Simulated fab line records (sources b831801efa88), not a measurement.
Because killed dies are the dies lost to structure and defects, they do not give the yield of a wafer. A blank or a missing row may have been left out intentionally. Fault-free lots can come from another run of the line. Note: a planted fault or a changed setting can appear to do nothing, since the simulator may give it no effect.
fab line records	flow gf180mcu
record: lots: 15	wafers: 45	last_day: 34
route steps=602 shown V2@406 M3@412 V3@433
lots that met no fault: from a run of the same line without faults
start_h: the number of hours between the record's first day and the start of the first shown wafer of the lot	wait_h: time in hours since the lot's previous step	" the same as in the row above	L1.1+2: a single row standing in for several wafers	- no value, or no start was given	* or withheld: withheld	< > ~ a bound
route shown NAME@n: names a module that has steps shown in the file, with the first one's number in the route	usual: the fault-free wafers' mean and standard deviation	same: alike in all rows	chamber/n: place in a boat	sites: per-site readings	_std_site: standard deviation across them	_edge_site: the outer-site mean with the inner-site mean subtracted	radius_mm: for every site, how far away it sits from the centre of the wafer	mask NAME#n: copy n	behind: the tool/chamber that last shaped the wafer	hold: why the lot went on hold/how many hours it stayed there/how the hold came to an end	device: transistor that didn't switch, given as n, p or np	end of line: tests of these same wafers at the route's end	a step without rows: its recipe alone	killed: dies lost to structure and defects at the first sort, not the wafer's yield	map: a wafer's dies, marking killed ones x, the rest . and places with no die _
set.NAME: the setting that was run; set.NAME@STEP: the one run at that earlier step	model.NAME: the simulator's own value behind a step, which no gauge read
steps of the route over a sample of lots; a table a step, a row a wafer
services: the hour from which a tool's chamber was out of use, counted from the record's first day as start_h (under 0 if before that day), plus the number of hours and why
== steps ==
step: GF_V2_RS_MEAS_24
recipe: thk_meas_gauge: four-point-probe	reads: W_of_V2_CVD_23+TiN_of_V2_SPUTTER_22+Ti_of_V2_SPUTTER_21
usual: V2_W_RS: 0.329/0.0042
lot.wafer	tool	chamber	start_h	wait_h	V2_W_RS[ohm/sq]
L919.2	film_metro-04	-	462.19	0.1	0.331
L919.3	"	-	"	"	0.327
L919.4	"	-	"	"	0.329
L920.2	film_metro-01	-	472.58	0.1	0.327
L920.3	"	-	"	"	0.329
L920.6	"	-	"	"	0.328
L921.2	film_metro-04	-	487.83	0.1	0.327
L921.4	"	-	"	"	0.335
L921.5	"	-	"	"	0.329
L922.1	film_metro-03	-	491.41	0.1	0.333
L922.2	"	-	"	"	0.328
L922.6	"	-	"	"	0.329
L923.4	film_metro-01	-	506.89	0.1	0.327
L923.5	"	-	"	"	0.324
L923.6	"	-	"	"	0.334
L924.2	film_metro-04	-	517.30	0.1	0.332
L924.5	"	-	"	"	0.329
L924.6	"	-	"	"	0.332
L925.3	film_metro-03	-	526.87	0.1	0.330
L925.4	"	-	"	"	0.327
L925.6	"	-	"	"	0.329
L932.1	film_metro-01	-	579.84	0.1	0.326
L932.3	"	-	"	"	0.334
L932.6	"	-	"	"	0.331
L933.2	film_metro-01	-	586.02	0.1	0.335
L933.4	"	-	"	"	0.327
L933.6	"	-	"	"	0.334
L935.1	film_metro-03	-	601.97	0.1	0.328
L935.3	"	-	"	"	0.332
L935.4	"	-	"	"	0.329
L936.2	film_metro-01	-	606.50	0.1	0.322
L936.3	"	-	"	"	0.320
L936.6	"	-	"	"	0.328
L939.4	film_metro-04	-	631.55	0.1	0.327
L939.5	"	-	"	"	0.320
L939.6	"	-	"	"	0.326
L940.1	film_metro-01	-	635.53	0.1	0.329
L940.3	"	-	"	"	0.330
L940.4	"	-	"	"	0.337
L941.1	film_metro-01	-	637.80	0.1	0.336
L941.3	"	-	"	"	0.330
L941.6	"	-	"	"	0.335
L942.3	film_metro-03	-	649.27	0.1	0.323
L942.4	"	-	"	"	0.333
L942.5	"	-	"	"	0.331
step: GF_M3_SPUTTER_03
recipe: material: Ti	target_thk_nm: 10	substrate_temp_c: 300	chamber_pressure_pa: 0.3	power_w: 3000	time_s: 6.7
usual: throttle_valve_pct: 30.3/0.92
lot.wafer	tool	chamber	start_h	wait_h	throttle_valve_pct
L919.2	pvd_sputter-01	-	462.81	0.0	31.3
L919.3	"	-	"	"	29.6
L919.4	"	-	"	"	29.9
L920.2	pvd_sputter-03	-	473.20	0.0	28.4
L920.3	"	-	"	"	30.4
L920.6	"	-	"	"	29.2
L921.2	pvd_sputter-01	-	488.45	0.0	31.6
L921.4	"	-	"	"	29.3
L921.5	"	-	"	"	29.2
L922.1	pvd_sputter-01	-	492.05	0.0	31.4
L922.2	"	-	"	"	29.9
L922.6	"	-	"	"	29.8
L923.4	pvd_sputter-03	-	507.47	0.0	30.2
L923.5	"	-	"	"	28.4
L923.6	"	-	"	"	29.7
L924.2	pvd_sputter-03	-	517.92	0.0	28.5
L924.5	"	-	"	"	28.6
L924.6	"	-	"	"	29.1
L925.3	pvd_sputter-03	-	527.47	0.0	30.3
L925.4	"	-	"	"	29.4
L925.6	"	-	"	"	28.4
L932.1	pvd_sputter-02	-	580.67	0.0	30.7
L932.3	"	-	"	"	30.9
L932.6	"	-	"	"	31.2
L933.2	pvd_sputter-03	-	586.64	0.0	30.5
L933.4	"	-	"	"	29.2
L933.6	"	-	"	"	30.4
L935.1	pvd_sputter-02	-	602.61	0.0	30.4
L935.3	"	-	"	"	30.3
L935.4	"	-	"	"	30.5
L936.2	pvd_sputter-01	-	607.12	0.0	29.2
L936.3	"	-	"	"	31.1
L936.6	"	-	"	"	29.9
L939.4	pvd_sputter-01	-	632.13	0.0	31.8
L939.5	"	-	"	"	29.3
L939.6	"	-	"	"	31.6
L940.1	pvd_sputter-01	-	636.17	0.0	29.4
L940.3	"	-	"	"	31.7
L940.4	"	-	"	"	30.0
L941.1	pvd_sputter-02	-	638.44	0.0	30.7
L941.3	"	-	"	"	30.2
L941.6	"	-	"	"	30.6
L942.3	pvd_sputter-01	-	649.87	0.0	30.0
L942.4	"	-	"	"	31.0
L942.5	"	-	"	"	29.9
step: GF_V3_CMP_04
recipe: material: SiO2	down_force_psi: 4	platen_rpm: 60	pad_velocity_m_s: 0.94248
usual: edge_zone_pressure_frac: 1.000/0.0054	head_pressure_psi: 4.001/0.0088	motor_current_A: 12.0/0.84	slurry_flow_ml_min: 150.0/0.51	time_to_endpoint_s: 83/6.4
lot.wafer	tool	chamber	start_h	wait_h	edge_zone_pressure_frac	head_pressure_psi	motor_current_A	slurry_flow_ml_min	time_to_endpoint_s
L919.2	cmp-01	3	487.76	0.1	0.996	4.000	10.1	150.2	66
L919.3	"	0	"	"	0.997	4.002	11.1	149.7	82
L919.4	"	1	"	"	0.999	4.001	12.1	150.3	86
L920.2	cmp-02	0	498.71	0.1	1.000	4.005	11.8	150.3	80
L920.3	"	2	"	"	1.003	3.988	11.6	149.9	85
L920.6	"	0	"	"	1.004	4.009	12.5	149.8	92
L921.4	cmp-02	1	513.26	0.2	1.003	4.000	12.6	149.5	81
L921.2	"	3	"	"	1.004	3.990	12.5	149.4	82
L921.5	"	1	"	"	1.004	4.005	12.3	149.3	90
L922.1	cmp-01	1	516.63	0.1	0.999	3.994	13.1	150.6	78
L922.2	"	0	"	"	0.993	4.003	11.1	149.8	78
L922.6	"	1	"	"	0.998	4.002	12.7	150.0	82
L923.4	cmp-01	0	532.35	0.1	-	-	-	-	-
L923.5	"	2	"	"	-	-	-	-	-
L923.6	"	3	"	"	-	-	-	-	-
L924.2	cmp-02	0	542.55	0.1	-	-	-	-	-
L924.6	"	2	"	"	-	-	-	-	-
L924.5	"	3	"	"	-	-	-	-	-
L925.4	cmp-02	0	551.21	0.1	-	-	-	-	-
L925.3	"	1	"	"	-	-	-	-	-
L925.6	"	3	"	"	-	-	-	-	-
L932.1	cmp-02	2	603.52	0.1	1.002	3.998	10.8	150.2	87
L932.3	"	0	"	"	0.999	3.994	12.4	150.5	80
L932.6	"	3	"	"	1.004	4.003	12.7	149.5	81
L933.4	cmp-01	3	608.71	0.0	1.004	4.013	10.8	151.0	74
L933.2	"	2	"	"	1.006	3.984	12.3	148.4	85
L933.6	"	0	"	"	1.004	4.013	11.2	150.5	86
L935.1	cmp-01	0	624.53	0.1	0.990	3.993	10.1	150.1	82
L935.3	"	1	"	"	1.001	3.972	12.1	150.2	75
L935.4	"	2	"	"	0.994	3.997	12.1	149.8	84
L936.3	cmp-02	2	629.39	0.0	0.998	3.998	10.9	150.1	83
L936.2	"	3	"	"	1.006	3.997	12.6	150.8	79
L936.6	"	3	"	"	1.004	4.013	12.0	150.1	82
L939.4	cmp-02	2	653.31	0.0	0.996	3.998	10.8	150.6	90
L939.5	"	2	"	"	0.997	4.008	11.3	151.1	89
L939.6	"	3	"	"	0.998	3.992	12.8	149.8	85
L940.4	cmp-02	0	656.96	0.0	0.999	4.001	12.4	150.8	90
L940.3	"	1	"	"	0.998	3.989	13.1	150.0	86
L940.1	"	2	"	"	1.002	3.999	11.1	149.1	86
L941.1	cmp-02	3	659.75	0.1	1.005	4.008	12.4	150.2	87
L941.3	"	2	"	"	0.996	4.000	10.6	149.7	91
L941.6	"	3	"	"	1.007	4.004	13.2	150.8	91
L942.4	cmp-01	1	670.31	0.0	1.003	3.990	12.0	150.2	85
L942.3	"	3	"	"	1.006	4.014	10.7	150.4	67
L942.5	"	1	"	"	1.001	4.000	12.5	149.9	95
step: GF_V3_ETCH_17
recipe: chemistry: C4F8/O2/Ar	mask_material: KrF	target: SiO2	stop_on: TiN	source_w: 1500	bias_w: 1200	pressure_mtorr: 40	c4f8_flow_sccm: withheld	O2_flow_sccm: 6	Ar_flow_sccm: 300	time_s: withheld	target_depth_a: 6350
usual: oes_product_au: 0.856/0.0049
lot.wafer	tool	chamber	start_h	wait_h	oes_product_au
L919.2	rie_diel-02	0	-	-	0.856
L919.3	"	2	"	"	0.853
L919.4	"	1	"	"	0.855
L920.2	rie_diel-02	1	-	-	0.848
L920.3	"	2	"	"	0.862
L920.6	"	1	"	"	0.856
L921.2	rie_diel-04	2	-	-	0.861
L921.4	"	1	"	"	0.861
L921.5	"	2	"	"	0.850
L922.1	rie_diel-03	3	-	-	0.854
L922.2	"	1	"	"	0.859
L922.6	"	3	"	"	0.851
L923.4	rie_diel-04	0	-	-	1.654
L923.5	"	2	"	"	1.622
L923.6	"	1	"	"	1.622
L924.2	rie_diel-04	2	-	-	1.607
L924.5	"	2	"	"	1.635
L924.6	"	1	"	"	1.622
L925.3	rie_diel-04	3	-	-	1.636
L925.4	"	0	"	"	1.649
L925.6	"	2	"	"	1.620
L932.1	rie_diel-04	3	-	-	0.866
L932.3	"	0	"	"	0.855
L932.6	"	0	"	"	0.849
L933.2	rie_diel-04	3	-	-	0.854
L933.4	"	3	"	"	0.858
L933.6	"	0	"	"	0.851
L935.1	rie_diel-04	1	-	-	0.855
L935.3	"	3	"	"	0.862
L935.4	"	2	"	"	0.855
L936.2	rie_diel-04	2	-	-	0.854
L936.3	"	0	"	"	0.850
L936.6	"	3	"	"	0.860
L939.4	rie_diel-04	2	-	-	0.851
L939.5	"	0	"	"	0.862
L939.6	"	3	"	"	0.857
L940.1	rie_diel-02	2	-	-	0.859
L940.3	"	3	"	"	0.844
L940.4	"	1	"	"	0.866
L941.1	rie_diel-03	0	-	-	0.856
L941.3	"	1	"	"	0.858
L941.6	"	1	"	"	0.851
L942.3	rie_diel-04	1	-	-	0.857
L942.4	"	2	"	"	0.857
L942.5	"	1	"	"	0.859
step: GF_V3_STRIP_18
recipe: chemistry: O2/N2	power_w: 1400	pressure_mtorr: 1500	platen_temp_c: 250	o2_flow_sccm: 3000	n2_flow_sccm: 300	overash_fraction: 0.5
usual: drypump_motor_current_A: 5.7/0.38	heater_power_w: 373/40	oes_product_au: 0.592/0.0052
lot.wafer	tool	chamber	start_h	wait_h	drypump_motor_current_A	heater_power_w	oes_product_au	rf_hours_counter_h
L919.2	plasma_asher-02	1	511.98	-	5.6	335	0.590	40
L919.3	"	1	"	"	5.6	337	0.599	-
L919.4	"	0	"	"	6.8	328	0.587	-
L920.2	plasma_asher-01	1	522.38	-	5.8	393	0.590	86
L920.3	"	0	"	"	5.3	311	0.598	-
L920.6	"	0	"	"	5.3	309	0.588	-
L921.2	plasma_asher-01	0	537.01	-	5.3	305	0.601	88
L921.4	"	1	"	"	5.8	389	0.591	-
L921.5	"	1	"	"	5.8	375	0.593	-
L922.1	plasma_asher-02	0	540.36	-	6.8	336	0.582	43
L922.2	"	1	"	"	5.7	344	0.601	43
L922.6	"	1	"	"	5.6	330	0.596	-
L923.4	plasma_asher-01	0	555.36	-	5.3	313	0.584	-
L923.5	"	0	"	"	5.3	320	0.601	-
L923.6	"	1	"	"	5.7	382	0.594	-
L924.2	plasma_asher-01	0	565.28	-	5.3	304	0.591	91
L924.5	"	0	"	"	5.3	307	0.594	-
L924.6	"	1	"	"	5.8	378	0.580	-
L925.3	plasma_asher-04	0	573.80	-	5.7	390	0.592	-
L925.4	"	1	"	"	5.6	419	0.583	-
L925.6	"	0	"	"	5.6	381	0.590	-
L932.1	plasma_asher-04	0	625.03	-	5.7	395	0.590	84
L932.3	"	0	"	"	5.6	395	0.598	-
L932.6	"	0	"	"	5.7	394	0.587	-
L933.2	plasma_asher-01	1	629.28	-	5.8	385	0.589	97
L933.4	"	1	"	"	5.8	381	0.591	-
L933.6	"	1	"	"	5.8	388	0.599	-
L935.1	plasma_asher-01	0	645.56	-	5.3	318	0.592	98
L935.3	"	0	"	"	5.3	306	0.594	-
L935.4	"	1	"	"	5.7	382	0.582	-
L936.2	plasma_asher-04	0	649.88	-	5.6	389	0.596	86
L936.3	"	0	"	"	5.7	397	0.594	-
L936.6	"	1	"	"	5.5	418	0.589	-
L939.4	plasma_asher-04	1	673.62	-	5.6	429	0.590	-
L939.5	"	0	"	"	5.7	393	0.593	-
L939.6	"	1	"	"	5.6	421	0.587	-
L940.1	plasma_asher-04	1	676.58	-	5.6	415	0.598	89
L940.3	"	1	"	"	5.6	416	0.600	-
L940.4	"	0	"	"	5.6	388	0.588	-
L941.1	plasma_asher-04	0	679.66	-	5.6	393	0.594	89
L941.3	"	0	"	"	5.7	401	0.585	-
L941.6	"	0	"	"	5.6	397	0.590	-
L942.3	plasma_asher-02	1	689.81	-	5.6	341	0.595	-
L942.4	"	0	"	"	6.9	332	0.585	-
L942.5	"	0	"	"	6.8	327	0.589	-
== services ==
tool	chamber	start_h	hours	kind
cmp-02	-	466.69	4.6	pm
cmp-02	-	474.07	2.8	repair
cmp-02	-	490.67	0.7	repair
rie_diel-04	1	507.56	2.7	repair
cmp-02	-	515.05	6.5	pm
plasma_asher-04	-	523.81	1.6	repair
plasma_asher-01	-	554.15	0.3	repair
cmp-01	-	565.87	0.8	repair
plasma_asher-01	-	567.14	6.0	repair
cmp-02	-	568.52	2.3	repair
cmp-02	-	572.09	4.0	pm
cmp-01	-	580.87	0.7	repair
pvd_sputter-01	-	584.54	2.1	repair
plasma_asher-04	-	612.18	0.4	repair
cmp-01	-	626.56	3.6	repair
cmp-01	-	628.53	0.7	repair
plasma_asher-01	-	637.01	7.1	repair
rie_diel-04	0	640.25	2.0	repair
cmp-01	-	643.30	1.0	repair
rie_diel-04	1	646.38	27.7	repair
plasma_asher-01	-	648.33	2.8	pm
rie_diel-04	-	650.64	2.8	pm
rie_diel-04	0	656.12	3.9	repair
cmp-01	-	672.51	1.8	repair
== key ==
first_sign: step: GF_V3_CMP_04	reading: tool_record	direction: missing
effect: step: GF_V3_ETCH_17	reading: oes_product_au	direction: up	sigmas: 99+	usual: 0.856	struck: 1.630
met_at GF_V3_CMP_04
struck_lots L923,L924,L925
later_rows_left_out L923.4,L923.5,L923.6,L924.2,L924.5,L924.6,L925.3,L925.4,L925.6
sort_left_out L923.4,L923.5,L923.6,L924.2,L924.5,L924.6,L925.3,L925.4,L925.6
not_acting_at GF_V2_RS_MEAS_24,GF_M3_SPUTTER_03,GF_V3_STRIP_18
onset_between 516.63 532.35
fault: kind: skipped_step_whole	tool: cmp-01,cmp-02	chamber: -	onset_h: 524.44	steps: GF_V3_CMP_04	scope: struck_lots_only
sort_left_out: the simulated sort isn't trusted on such a fault, so these wafers' sort isn't shown, and their yield isn't known
later_rows_left_out: the simulator's readings of these wafers behind a module that went badly wrong aren't trusted and aren't shown, but for the sort
